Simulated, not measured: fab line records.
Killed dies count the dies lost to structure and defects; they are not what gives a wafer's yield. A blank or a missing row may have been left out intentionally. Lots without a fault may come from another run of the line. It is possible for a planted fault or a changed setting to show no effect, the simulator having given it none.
Struck lot and sound lot, side by side | flow sky130 | 16 steps out of a route of 708
Sound: the wafers L784.2, L784.3, L784.6. Struck: wafer L791.2 (left out: L791.1, L791.5 of the same lot, which were not struck); the cause appears at the end.
Order at every step that has rows: each side's tool, ch and its chambers, its first start. Under that, the readings that differ: sound wafers | struck wafers | difference of the means | sigmas: that difference in standard deviations of wafers without a fault.
alike: words and numbers the same on both sides, and readings whose means are apart by under 2 such deviations; not compared: readings that were withheld, readings missing a value for some wafer, numbers with overlapping values and no deviation given by the record, and bounds like >300 which may hide the same value.
The two part at a step that has a row with sigmas, a row that says differs or no value, or rows on one side only. Non-overlapping numbers with no deviation appear without sigmas and do not part them. A reading missing from all wafers of one side parts the sides only when that side holds two or more wafers.

first, 3 steps without rows for these wafers: SKY_METAL2_EXPOSE_12 (exposes mask MM2, target cd 140 nm); SKY_METAL2_PEB_13; SKY_METAL2_DEVELOP_14 (develop time 60 s).
SKY_METAL2_CD_MEAS_15 targets a cd of 140 nm.
  sound on cd_sem-01 at day 35 20:46; struck on cd_sem-01 at day 37 19:01
  alike: cd_nm
SKY_METAL2_OVL_MEAS_16:
  sound on overlay-01 at day 35 20:53; struck on overlay-02 at day 37 19:08
  alike: METAL2_OVL
SKY_METAL2_DESCUM_17: chemistry O2, time 8 s.
  sound on rie_metal-03 ch 0,1, day 35 20:55; struck on rie_metal-03 ch 0, day 37 19:11
  alike: drypump_motor_current_A, oes_product_au
  not compared: rf_hours_counter_h
SKY_METAL2_ETCH_18: etches BARC in N2/H2, stops on SiO2, time 45.9 s, target depth 60 nm.
  sound on rie_metal-03 ch 0,1, day 35 20:56; struck on rie_metal-03 ch 0, day 37 19:13
  alike: drypump_motor_current_A, oes_product_au, throttle_valve_pct
  not compared: rf_hours_counter_h
SKY_METAL2_METAL_ETCH_19: etches the open film in Cl2/BCl3, stops on SiO2, target depth 360 nm, time 78 s.
  sound on rie_metal-03 ch 0,1, day 35 21:00; struck on rie_metal-03 ch 0, day 37 19:16
  alike: drypump_motor_current_A, oes_product_au, throttle_valve_pct
  not compared: rf_hours_counter_h
SKY_METAL2_STRIP_20: strips in O2/N2.
  sound on plasma_asher-04 ch 0, day 35 21:05; struck on plasma_asher-01 ch 0, day 37 19:22
  alike: drypump_motor_current_A, oes_product_au, strip_time_to_endpoint_s
  not compared: rf_hours_counter_h
then, 3 steps without rows for these wafers: SKY_METAL2_STRIP_21 (strips in post etch residue remover, time 1200 s); SKY_METAL2_CLEAN_22 (cleans in IPA, time 180 s); SKY_METAL2_CLEAN_23 (cleans in O3/DIW).
SKY_VIA2_HDPCVD_00: deposits SiO2, target thk 1180 nm, time 196.7 s.
  sound on hdpcvd-02 ch 0,1,2, day 35 21:41; struck on hdpcvd-02 ch 0, day 37 19:58
  reading                                  | sound             | struck | difference | sigmas
  run_length_s (s)                         | 224.7 223.9 224.4 | 307.1  | +82.8      | +99 or more
  model.SiO2_of_VIA2_HDPCVD_00.thk_nm (nm) | 1175 1200 1178    | 1691   | +507       |
  alike: sih4_flow_sccm
SKY_VIA2_THK_MEAS_01:
  sound on film_metro-04 at day 35 21:49; struck on film_metro-04 at day 37 20:19
  reading              | sound          | struck | difference | sigmas
  VIA2_HDPCVD_THK (nm) | 1176 1200 1178 | 1691   | +506       | +42
  not compared: hold
SKY_VIA2_CMP_02: polishes SiO2.
  sound on cmp-01 ch 0,1,3, day 35 21:52; struck on cmp-01 ch 1, day 37 22:01
  reading | sound | struck                   | difference                   | sigmas
  hold    | - - - | await_dispo/1.5h/release | no value on the sound wafers |
  alike: motor_current_A, slurry_flow_ml_min
-- the record jumps here: 10 days lie between the struck wafers' starts before and after (it left off in module VIA2 and takes up again in module PAD_OPEN, whose first step shown is number 708 of the route) --
SKY_PAD_OPEN_PROBE_99:
  rows exist in the record for the struck wafers here (prober-02, day 48 00:08), but not for the sound ones

WHERE THEY PART
Earliest at SKY_VIA2_HDPCVD_00; latest, in this record, at SKY_PAD_OPEN_PROBE_99.

WHY: what the simulator had put in
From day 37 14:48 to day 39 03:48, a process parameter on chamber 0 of hdpcvd-02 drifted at SKY_VIA2_HDPCVD_00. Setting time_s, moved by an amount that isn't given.
